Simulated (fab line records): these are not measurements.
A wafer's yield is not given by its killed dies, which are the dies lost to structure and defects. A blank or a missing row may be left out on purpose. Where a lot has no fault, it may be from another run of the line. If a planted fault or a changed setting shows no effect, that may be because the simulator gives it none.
A sampling plan put to the test	flow sfq line	one line in one fab, 63 faults in these records, each fault weighed on the records of the lots it struck
What counts as the plan is the set of the line's own looks, namely the steps on the route at which a gauge or an inspection reads a wafer and does not change it. Where struck wafers have a number at a look and the file lists that look's usual mean and standard deviation on fault-free wafers, the look can be judged. Caught: a look later than the fault's first step finds the struck wafers' mean 4 or more of those standard deviations (sigma) from the usual mean. On the tool: the fault's steps, tested the same way using the tool's own readings. If the struck wafers alone have a blank record, or they carry another recipe, that too counts as caught.

## THE FAULTS, as the simulator had put them in
1. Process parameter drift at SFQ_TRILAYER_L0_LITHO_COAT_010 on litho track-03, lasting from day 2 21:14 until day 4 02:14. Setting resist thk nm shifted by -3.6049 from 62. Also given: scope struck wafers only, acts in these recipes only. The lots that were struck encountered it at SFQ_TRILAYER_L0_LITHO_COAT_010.
2. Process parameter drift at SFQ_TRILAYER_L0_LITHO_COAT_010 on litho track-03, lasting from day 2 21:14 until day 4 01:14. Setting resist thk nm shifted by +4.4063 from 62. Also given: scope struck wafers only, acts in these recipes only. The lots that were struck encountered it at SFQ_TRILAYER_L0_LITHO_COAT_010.
3. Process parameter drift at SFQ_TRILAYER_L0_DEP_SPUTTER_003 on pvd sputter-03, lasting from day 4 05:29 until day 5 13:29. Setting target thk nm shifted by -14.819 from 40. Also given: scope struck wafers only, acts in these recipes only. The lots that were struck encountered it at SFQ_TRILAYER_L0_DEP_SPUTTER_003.
4. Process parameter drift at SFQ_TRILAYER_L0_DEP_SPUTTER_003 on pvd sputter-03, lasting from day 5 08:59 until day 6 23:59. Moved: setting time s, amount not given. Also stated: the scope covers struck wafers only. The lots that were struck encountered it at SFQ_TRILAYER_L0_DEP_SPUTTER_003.
5. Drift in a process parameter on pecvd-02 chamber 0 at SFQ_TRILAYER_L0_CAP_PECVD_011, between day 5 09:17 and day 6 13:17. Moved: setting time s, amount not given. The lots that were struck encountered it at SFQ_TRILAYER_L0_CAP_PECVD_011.
6. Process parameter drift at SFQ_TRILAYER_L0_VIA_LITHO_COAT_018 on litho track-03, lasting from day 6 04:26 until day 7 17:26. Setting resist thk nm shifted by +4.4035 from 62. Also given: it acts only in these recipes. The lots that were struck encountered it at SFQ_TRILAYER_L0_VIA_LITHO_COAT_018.
7. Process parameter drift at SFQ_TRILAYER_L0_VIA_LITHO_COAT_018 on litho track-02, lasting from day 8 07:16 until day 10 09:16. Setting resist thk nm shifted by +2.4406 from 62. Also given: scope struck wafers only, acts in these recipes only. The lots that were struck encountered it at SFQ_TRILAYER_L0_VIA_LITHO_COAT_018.
8. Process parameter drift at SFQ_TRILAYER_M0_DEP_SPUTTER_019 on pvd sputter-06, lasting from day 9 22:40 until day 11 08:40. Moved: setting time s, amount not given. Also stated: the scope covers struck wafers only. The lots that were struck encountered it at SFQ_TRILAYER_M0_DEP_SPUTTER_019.
9. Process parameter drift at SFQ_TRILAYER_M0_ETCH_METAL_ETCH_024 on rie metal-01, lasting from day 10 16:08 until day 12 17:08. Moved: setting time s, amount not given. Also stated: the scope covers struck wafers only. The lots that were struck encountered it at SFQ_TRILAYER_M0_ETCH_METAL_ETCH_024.
10. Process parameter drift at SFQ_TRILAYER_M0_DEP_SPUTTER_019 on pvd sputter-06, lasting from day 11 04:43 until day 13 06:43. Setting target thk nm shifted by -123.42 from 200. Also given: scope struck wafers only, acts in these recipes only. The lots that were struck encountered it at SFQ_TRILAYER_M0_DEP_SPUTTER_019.
11. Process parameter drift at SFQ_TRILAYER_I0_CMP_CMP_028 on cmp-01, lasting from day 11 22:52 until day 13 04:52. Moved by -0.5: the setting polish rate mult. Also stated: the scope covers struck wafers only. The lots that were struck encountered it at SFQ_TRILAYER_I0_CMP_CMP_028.
12. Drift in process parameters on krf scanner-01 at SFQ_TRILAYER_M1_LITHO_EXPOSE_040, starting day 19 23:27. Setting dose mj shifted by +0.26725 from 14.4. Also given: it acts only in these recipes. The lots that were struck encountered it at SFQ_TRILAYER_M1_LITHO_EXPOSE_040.
13. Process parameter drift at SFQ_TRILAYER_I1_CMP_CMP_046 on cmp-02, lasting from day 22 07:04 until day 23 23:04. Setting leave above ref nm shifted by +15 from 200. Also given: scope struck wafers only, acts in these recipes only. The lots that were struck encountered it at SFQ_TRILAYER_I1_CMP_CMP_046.
14. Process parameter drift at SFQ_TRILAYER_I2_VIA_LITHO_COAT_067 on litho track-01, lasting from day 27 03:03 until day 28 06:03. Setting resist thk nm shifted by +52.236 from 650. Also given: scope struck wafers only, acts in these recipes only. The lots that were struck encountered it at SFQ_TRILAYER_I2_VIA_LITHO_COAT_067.
15. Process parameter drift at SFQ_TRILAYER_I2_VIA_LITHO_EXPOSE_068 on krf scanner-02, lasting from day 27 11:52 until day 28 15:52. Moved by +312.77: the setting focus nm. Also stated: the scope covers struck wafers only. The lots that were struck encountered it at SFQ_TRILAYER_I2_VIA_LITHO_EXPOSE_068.
16. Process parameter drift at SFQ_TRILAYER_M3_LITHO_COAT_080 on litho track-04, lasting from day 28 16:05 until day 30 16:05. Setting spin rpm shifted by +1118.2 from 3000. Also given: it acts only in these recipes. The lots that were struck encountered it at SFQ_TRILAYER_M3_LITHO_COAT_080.
17. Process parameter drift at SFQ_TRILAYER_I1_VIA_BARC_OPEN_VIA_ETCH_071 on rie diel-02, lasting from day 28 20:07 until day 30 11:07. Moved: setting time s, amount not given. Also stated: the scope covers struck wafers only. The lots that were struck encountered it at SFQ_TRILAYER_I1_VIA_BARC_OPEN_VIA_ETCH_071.
18. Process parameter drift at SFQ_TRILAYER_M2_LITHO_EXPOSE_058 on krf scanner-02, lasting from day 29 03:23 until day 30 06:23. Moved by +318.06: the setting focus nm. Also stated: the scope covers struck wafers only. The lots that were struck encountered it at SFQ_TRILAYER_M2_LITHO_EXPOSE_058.
19. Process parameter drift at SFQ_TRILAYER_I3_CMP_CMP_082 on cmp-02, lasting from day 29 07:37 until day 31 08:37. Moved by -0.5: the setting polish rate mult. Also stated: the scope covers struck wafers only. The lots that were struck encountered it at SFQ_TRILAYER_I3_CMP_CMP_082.
20. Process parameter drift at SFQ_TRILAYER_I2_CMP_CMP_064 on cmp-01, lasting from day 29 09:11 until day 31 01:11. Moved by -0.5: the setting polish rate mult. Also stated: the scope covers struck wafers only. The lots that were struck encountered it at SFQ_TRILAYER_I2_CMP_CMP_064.
21. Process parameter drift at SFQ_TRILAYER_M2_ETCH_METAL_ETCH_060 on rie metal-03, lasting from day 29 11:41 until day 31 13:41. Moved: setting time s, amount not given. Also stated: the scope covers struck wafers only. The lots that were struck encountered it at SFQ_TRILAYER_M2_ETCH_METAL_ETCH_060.
22. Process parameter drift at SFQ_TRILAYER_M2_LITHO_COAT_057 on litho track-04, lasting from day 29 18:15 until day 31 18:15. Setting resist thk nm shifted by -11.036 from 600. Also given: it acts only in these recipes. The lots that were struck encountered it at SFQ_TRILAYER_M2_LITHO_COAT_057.
23. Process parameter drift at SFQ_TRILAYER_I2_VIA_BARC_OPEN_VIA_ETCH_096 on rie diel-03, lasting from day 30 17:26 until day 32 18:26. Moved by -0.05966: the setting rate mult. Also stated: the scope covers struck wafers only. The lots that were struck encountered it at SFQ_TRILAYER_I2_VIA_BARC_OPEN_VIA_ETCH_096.
24. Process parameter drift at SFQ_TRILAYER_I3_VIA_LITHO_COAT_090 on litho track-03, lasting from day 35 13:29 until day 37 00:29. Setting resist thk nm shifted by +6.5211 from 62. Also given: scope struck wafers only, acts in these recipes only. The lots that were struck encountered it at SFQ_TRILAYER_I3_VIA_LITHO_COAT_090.
25. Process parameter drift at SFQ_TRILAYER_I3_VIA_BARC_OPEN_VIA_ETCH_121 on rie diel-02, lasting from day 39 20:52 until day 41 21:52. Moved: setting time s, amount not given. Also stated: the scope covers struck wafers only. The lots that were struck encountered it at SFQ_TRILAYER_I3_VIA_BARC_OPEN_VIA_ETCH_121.
26. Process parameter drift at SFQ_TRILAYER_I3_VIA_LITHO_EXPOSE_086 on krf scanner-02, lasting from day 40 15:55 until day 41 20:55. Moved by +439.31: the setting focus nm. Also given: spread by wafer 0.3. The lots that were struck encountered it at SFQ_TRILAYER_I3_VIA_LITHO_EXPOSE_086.
27. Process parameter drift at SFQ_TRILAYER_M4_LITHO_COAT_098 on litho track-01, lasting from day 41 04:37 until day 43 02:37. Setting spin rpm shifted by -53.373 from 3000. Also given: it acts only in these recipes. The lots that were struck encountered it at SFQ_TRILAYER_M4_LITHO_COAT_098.
28. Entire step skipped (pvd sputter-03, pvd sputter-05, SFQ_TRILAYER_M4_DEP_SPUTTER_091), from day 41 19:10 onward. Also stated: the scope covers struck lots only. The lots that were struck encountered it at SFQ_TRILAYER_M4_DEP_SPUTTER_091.
29. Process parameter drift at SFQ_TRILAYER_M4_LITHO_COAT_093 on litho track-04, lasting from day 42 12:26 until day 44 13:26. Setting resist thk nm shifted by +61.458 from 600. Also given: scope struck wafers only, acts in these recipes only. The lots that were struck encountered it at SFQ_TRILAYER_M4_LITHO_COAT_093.
30. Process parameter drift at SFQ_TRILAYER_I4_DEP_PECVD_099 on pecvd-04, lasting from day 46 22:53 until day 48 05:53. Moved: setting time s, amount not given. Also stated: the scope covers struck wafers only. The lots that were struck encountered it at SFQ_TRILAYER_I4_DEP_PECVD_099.
31. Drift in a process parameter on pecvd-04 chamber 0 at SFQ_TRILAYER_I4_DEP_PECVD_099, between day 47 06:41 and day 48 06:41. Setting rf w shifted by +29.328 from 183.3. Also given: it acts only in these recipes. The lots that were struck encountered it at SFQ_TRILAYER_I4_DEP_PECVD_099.
32. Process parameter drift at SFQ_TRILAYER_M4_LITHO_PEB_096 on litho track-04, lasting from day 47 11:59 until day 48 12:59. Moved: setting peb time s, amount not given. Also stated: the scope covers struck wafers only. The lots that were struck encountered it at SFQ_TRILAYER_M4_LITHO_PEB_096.
33. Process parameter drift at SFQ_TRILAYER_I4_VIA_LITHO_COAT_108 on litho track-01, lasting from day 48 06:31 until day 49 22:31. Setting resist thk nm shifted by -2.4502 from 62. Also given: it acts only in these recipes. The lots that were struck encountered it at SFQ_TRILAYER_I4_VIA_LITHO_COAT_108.
34. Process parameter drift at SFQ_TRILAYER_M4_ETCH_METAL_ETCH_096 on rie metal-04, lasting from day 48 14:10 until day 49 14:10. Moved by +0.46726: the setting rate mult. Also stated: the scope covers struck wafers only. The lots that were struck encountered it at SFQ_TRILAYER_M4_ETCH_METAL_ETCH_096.
35. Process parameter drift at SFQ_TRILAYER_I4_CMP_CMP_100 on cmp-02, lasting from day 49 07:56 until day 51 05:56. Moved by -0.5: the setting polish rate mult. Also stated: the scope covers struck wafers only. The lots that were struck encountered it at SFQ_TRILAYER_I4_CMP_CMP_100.
36. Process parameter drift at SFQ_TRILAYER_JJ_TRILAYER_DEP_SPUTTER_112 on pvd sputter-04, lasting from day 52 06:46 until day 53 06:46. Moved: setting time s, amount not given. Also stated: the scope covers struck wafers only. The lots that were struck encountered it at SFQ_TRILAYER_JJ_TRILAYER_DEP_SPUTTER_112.
37. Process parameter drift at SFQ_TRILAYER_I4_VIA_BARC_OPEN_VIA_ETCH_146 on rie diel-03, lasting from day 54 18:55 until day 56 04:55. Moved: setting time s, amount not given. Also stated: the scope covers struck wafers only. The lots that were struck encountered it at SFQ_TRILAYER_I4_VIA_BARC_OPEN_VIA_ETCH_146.
38. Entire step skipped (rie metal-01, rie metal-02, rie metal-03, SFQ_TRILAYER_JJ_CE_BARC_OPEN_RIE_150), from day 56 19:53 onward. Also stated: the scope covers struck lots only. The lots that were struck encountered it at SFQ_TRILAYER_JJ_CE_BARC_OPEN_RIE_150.
39. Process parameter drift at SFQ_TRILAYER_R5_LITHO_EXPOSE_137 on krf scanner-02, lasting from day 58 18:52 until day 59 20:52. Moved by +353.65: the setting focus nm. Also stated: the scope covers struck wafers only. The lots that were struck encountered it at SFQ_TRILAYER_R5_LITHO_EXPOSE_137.
40. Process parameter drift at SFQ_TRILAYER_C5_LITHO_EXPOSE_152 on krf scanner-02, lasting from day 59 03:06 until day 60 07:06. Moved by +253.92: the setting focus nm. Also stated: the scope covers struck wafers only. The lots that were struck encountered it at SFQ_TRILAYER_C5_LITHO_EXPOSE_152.
41. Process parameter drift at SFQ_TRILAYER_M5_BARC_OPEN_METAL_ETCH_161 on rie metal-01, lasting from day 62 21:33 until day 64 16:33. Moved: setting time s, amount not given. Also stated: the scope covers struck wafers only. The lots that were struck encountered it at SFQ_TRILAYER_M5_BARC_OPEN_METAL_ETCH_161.
42. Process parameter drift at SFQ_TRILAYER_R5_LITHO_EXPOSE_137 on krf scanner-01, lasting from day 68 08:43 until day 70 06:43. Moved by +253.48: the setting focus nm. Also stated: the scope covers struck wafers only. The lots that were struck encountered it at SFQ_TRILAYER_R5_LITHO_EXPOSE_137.
43. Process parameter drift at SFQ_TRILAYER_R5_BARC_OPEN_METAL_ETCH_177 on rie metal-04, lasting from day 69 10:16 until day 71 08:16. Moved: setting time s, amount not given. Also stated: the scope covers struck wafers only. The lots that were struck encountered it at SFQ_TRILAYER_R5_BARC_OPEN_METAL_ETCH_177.
44. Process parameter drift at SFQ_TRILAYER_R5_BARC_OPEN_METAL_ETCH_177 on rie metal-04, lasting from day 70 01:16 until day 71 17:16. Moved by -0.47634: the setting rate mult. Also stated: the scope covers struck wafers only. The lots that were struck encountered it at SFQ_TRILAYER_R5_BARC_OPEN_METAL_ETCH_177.
45. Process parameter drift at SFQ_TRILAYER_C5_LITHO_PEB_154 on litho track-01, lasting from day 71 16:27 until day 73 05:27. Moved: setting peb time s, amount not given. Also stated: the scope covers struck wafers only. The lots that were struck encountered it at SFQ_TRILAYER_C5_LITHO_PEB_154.
46. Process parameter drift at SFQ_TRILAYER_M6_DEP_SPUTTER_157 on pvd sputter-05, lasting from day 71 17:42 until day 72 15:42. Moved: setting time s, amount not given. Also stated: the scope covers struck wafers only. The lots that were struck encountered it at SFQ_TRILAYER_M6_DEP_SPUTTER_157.
47. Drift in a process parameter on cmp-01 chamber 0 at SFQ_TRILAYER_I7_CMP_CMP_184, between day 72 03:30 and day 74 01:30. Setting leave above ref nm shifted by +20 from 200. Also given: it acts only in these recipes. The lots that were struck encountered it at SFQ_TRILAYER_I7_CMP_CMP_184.
48. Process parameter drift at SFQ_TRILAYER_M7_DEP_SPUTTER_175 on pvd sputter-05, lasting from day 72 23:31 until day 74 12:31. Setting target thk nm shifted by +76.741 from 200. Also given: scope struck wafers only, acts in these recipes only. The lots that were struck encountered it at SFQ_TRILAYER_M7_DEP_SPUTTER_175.
49. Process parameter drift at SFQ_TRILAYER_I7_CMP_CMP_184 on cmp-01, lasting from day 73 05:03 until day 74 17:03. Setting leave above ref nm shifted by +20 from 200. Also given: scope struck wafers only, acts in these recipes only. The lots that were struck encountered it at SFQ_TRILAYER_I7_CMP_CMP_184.
50. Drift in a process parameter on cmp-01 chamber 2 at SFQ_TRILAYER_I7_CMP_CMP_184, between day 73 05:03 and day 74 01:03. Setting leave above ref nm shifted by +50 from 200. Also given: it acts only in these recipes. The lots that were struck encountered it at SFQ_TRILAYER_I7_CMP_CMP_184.
51. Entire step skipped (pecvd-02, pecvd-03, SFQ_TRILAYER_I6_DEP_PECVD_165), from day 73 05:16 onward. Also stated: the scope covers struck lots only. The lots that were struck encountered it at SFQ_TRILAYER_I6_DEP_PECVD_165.
52. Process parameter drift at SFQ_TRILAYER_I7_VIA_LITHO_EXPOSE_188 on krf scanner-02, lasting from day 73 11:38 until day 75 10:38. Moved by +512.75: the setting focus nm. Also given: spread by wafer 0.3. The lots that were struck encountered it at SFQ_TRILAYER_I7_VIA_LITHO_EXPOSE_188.
53. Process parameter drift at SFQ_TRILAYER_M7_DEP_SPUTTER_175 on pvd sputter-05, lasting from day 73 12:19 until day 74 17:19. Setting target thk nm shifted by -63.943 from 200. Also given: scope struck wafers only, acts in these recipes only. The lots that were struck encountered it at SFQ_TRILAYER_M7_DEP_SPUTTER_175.
54. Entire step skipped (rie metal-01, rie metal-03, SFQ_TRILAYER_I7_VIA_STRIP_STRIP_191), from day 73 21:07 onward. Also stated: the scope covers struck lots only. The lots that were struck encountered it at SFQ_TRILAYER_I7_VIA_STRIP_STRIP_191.
55. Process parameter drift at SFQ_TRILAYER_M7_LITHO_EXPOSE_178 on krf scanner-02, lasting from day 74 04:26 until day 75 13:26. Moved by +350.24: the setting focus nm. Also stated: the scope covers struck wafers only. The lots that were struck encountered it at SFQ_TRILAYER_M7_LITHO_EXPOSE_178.
56. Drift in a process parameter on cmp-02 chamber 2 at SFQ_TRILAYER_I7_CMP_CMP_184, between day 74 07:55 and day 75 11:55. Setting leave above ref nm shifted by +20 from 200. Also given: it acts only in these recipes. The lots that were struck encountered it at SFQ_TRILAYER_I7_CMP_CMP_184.
57. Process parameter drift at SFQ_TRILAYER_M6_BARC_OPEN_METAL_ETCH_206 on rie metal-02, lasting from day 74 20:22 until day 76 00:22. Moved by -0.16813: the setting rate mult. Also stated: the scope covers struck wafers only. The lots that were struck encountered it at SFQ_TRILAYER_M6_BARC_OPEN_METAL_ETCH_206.
58. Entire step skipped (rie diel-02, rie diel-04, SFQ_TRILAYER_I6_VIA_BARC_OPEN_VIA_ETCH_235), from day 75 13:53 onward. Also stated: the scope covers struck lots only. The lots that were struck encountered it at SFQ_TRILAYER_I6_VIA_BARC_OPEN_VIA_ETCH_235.
59. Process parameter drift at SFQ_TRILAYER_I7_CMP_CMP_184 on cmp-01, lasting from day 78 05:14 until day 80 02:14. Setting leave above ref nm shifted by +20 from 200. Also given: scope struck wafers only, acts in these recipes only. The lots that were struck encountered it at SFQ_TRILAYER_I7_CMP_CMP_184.
60. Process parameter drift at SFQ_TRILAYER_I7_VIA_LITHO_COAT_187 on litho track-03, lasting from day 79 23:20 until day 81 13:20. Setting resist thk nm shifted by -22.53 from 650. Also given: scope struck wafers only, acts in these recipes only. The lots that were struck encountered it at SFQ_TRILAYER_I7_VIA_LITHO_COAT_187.
61. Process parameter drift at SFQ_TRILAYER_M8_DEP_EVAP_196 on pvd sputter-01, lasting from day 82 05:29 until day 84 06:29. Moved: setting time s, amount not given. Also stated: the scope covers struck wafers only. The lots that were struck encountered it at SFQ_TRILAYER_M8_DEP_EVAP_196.
62. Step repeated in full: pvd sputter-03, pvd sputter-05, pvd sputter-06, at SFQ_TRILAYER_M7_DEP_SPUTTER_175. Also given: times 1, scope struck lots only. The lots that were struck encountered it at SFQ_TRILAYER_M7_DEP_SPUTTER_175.
63. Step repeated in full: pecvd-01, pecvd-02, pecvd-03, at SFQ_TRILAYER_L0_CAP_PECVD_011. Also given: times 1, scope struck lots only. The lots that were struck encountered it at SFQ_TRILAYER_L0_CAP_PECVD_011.

## WHAT THE PLAN SAW
fault	on the tool itself	first look that catches it	reading, sigma	median hours from its first step to that look	hours from the fault's start to the first struck lot there	judged looks passed uncaught
1	no reading that can be judged	not the one look that can be judged after it	-	-	-	1
2	no reading that can be judged	no look after it can be judged	-	-	-	0
3	under 2 sigma	SFQ_L0_RS_MEAS_901	L0_MONX_KI_RS +49	0.1	5	0
4	under 2 sigma	SFQ_L0_RS_MEAS_901	L0_MONX_KI_RS -5.3	0.1	3	0
5	under 2 sigma	no look after it can be judged	-	-	-	0
6	no reading that can be judged	no look after it can be judged	-	-	-	0
7	no reading that can be judged	no look after it can be judged	-	-	-	0
8	under 2 sigma	SFQ_M0_RS_MEAS_904	M0_NB_RS +99 or beyond	0.1	2	0
9	run length s -68 sigma	none of the 5 looks that can be judged after it	-	-	-	5
10	under 2 sigma	SFQ_M0_RS_MEAS_904	M0_NB_RS +99 or beyond	0.1	12	0
11	time to endpoint s +10 sigma	no look after it can be judged	-	-	-	0
12	exposure dose mJ cm2 +17 sigma	not the one look that can be judged after it	-	-	-	1
13	under 2 sigma	none of the 2 looks that can be judged after it	-	-	-	2
14	no reading that can be judged	not the one look that can be judged after it	-	-	-	1
15	no reading that can be judged	not the one look that can be judged after it	-	-	-	1
16	spin speed rpm +99 or beyond sigma	not the one look that can be judged after it	-	-	-	1
17	run length s +29 sigma	no look after it can be judged	-	-	-	0
18	under 2 sigma	none of the 5 looks that can be judged after it	-	-	-	5
19	time to endpoint s +9.6 sigma	no look after it can be judged	-	-	-	0
20	time to endpoint s +11 sigma	no look after it can be judged	-	-	-	0
21	run length s -12 sigma	no look after it can be judged	-	-	-	0
22	no reading that can be judged	not the one look that can be judged after it	-	-	-	1
23	under 2 sigma	no look after it can be judged	-	-	-	0
24	under 2 sigma	no look after it can be judged	-	-	-	0
25	run length s +19 sigma	no look after it can be judged	-	-	-	0
26	no reading that can be judged	none of the 5 looks that can be judged after it	-	-	-	5
27	spin speed rpm -26 sigma	not the one look that can be judged after it	-	-	-	1
28	the tool's record is blank for the struck wafers	no look after it can be judged	-	-	-	0
29	under 2 sigma	not the one look that can be judged after it	-	-	-	1
30	run length s -11 sigma	no look after it can be judged	-	-	-	0
31	rf fwd power W +41 sigma	not the one look that can be judged after it	-	-	-	1
32	heater power total W +94 sigma	not the one look that can be judged after it	-	-	-	1
33	under 2 sigma	no look after it can be judged	-	-	-	0
34	under 2 sigma	no look after it can be judged	-	-	-	0
35	time to endpoint s +9.8 sigma	none of the 2 looks that can be judged after it	strongest: I4_BOW at SFQ_I4_BOW_MEAS_927, -2.0	-	-	2
36	under 2 sigma	SFQ_JJ_RS_MEAS_929	JJ_NB_RS -27	0.1	6	0
37	oes product au +31 sigma	no look after it can be judged	-	-	-	0
38	the tool's record is blank for the struck wafers	no look after it can be judged	-	-	-	0
39	no reading that can be judged	none of the 4 looks that can be judged after it	-	-	-	4
40	no reading that can be judged	not the one look that can be judged after it	-	-	-	1
41	run length s +20 sigma	no look after it can be judged	-	-	-	0
42	under 2 sigma	none of the 4 looks that can be judged after it	-	-	-	4
43	run length s +24 sigma	no look after it can be judged	-	-	-	0
44	under 2 sigma	no look after it can be judged	-	-	-	0
45	under 2 sigma	not the one look that can be judged after it	-	-	-	1
46	under 2 sigma	SFQ_M6_RS_MEAS_938	M6_NB_RS -18	0.2	4	0
47	under 2 sigma	no look after it can be judged	-	-	-	0
48	under 2 sigma	SFQ_M7_RS_MEAS_943	M7_NB_RS -33	0.1	2	0
49	only faintly: time to endpoint s -2.3 sigma	no look after it can be judged	-	-	-	0
50	time to endpoint s -5.4 sigma	no look after it can be judged	-	-	-	0
51	the tool's record is blank for the struck wafers	not the one look that can be judged after it	-	-	-	1
52	no reading that can be judged	not the one look that can be judged after it	-	-	-	1
53	under 2 sigma	SFQ_M7_RS_MEAS_943	M7_NB_RS +56	0.1	12	0
54	no reading that can be judged	none of the 4 looks that can be judged after it	-	-	-	4
55	no reading that can be judged	none of the 4 looks that can be judged after it	-	-	-	4
56	only faintly: motor current A +3.1 sigma	none of the 2 looks that can be judged after it	-	-	-	2
57	under 2 sigma	no look after it can be judged	-	-	-	0
58	the tool's record is blank for the struck wafers	no look after it can be judged	-	-	-	0
59	only faintly: time to endpoint s -2.3 sigma	no look after it can be judged	-	-	-	0
60	no reading that can be judged	not the one look that can be judged after it	-	-	-	1
61	no reading that can be judged	none of the 3 looks that can be judged after it	-	-	-	3
62	under 2 sigma	SFQ_M7_RS_MEAS_943	M7_NB_RS -60	0.4	-	0
63	under 2 sigma	no look after it can be judged	-	-	-	0
A dash: the fault isn't caught, or these records don't give the number.

Caught at a look: 9 of 63. Caught on the tool: 22 of 63. By one or the other: 31 of 63.
Faults 9, 11, 12, 16, 17, 19, 20, 21, 25, 27, 28, 30, 31, 32, 35, 37, 38, 41, 43, 50, 51, 58 were caught on the tool alone.
Caught at a look alone: faults 3, 4, 8, 10, 36, 46, 48, 53, 62.
Caught by neither: faults 1, 2, 5, 6, 7, 13, 14, 15, 18, 22, 23, 24, 26, 29, 33, 34, 39, 40, 42, 44, 45, 47, 49, 52, 54, 55, 56, 57, 59, 60, 61, 63.

## THINNER SAMPLING
In the worst case, this is how late the first struck lot would be measured if the look that catches a fault measured only every second or every third lot, by lot number:
fault	struck lots at that look, in order of time	every lot	every second lot	every third lot
3	L266, L270, L271	5 h	30 h	30 h
4	L546, L548	3 h	may miss all 2	may miss all 2
8	L714, L715	2 h	11 h	may miss all 2
10	L919, L922	12 h	34 h	may miss all 2
36	L827	6 h	may miss it	may miss it
46	L585, L587	4 h	may miss all 2	may miss all 2
48	L303, L304, L305	2 h	9 h	17 h
53	L969, L970	12 h	16 h	may miss all 2
Hours count from the start of the fault until the first struck lot that is measured. The test against the limit of 4 sigma pooled every struck wafer, which means one lot taken alone may stay below that limit. Other struck lots may not be in these records.

## THE LONGEST TIMED WAY FROM STEP TO LOOK
Fault 62: a median of 0.4 hours passes between SFQ_TRILAYER_M7_DEP_SPUTTER_175 and SFQ_M7_RS_MEAS_943. No look between them can be judged.
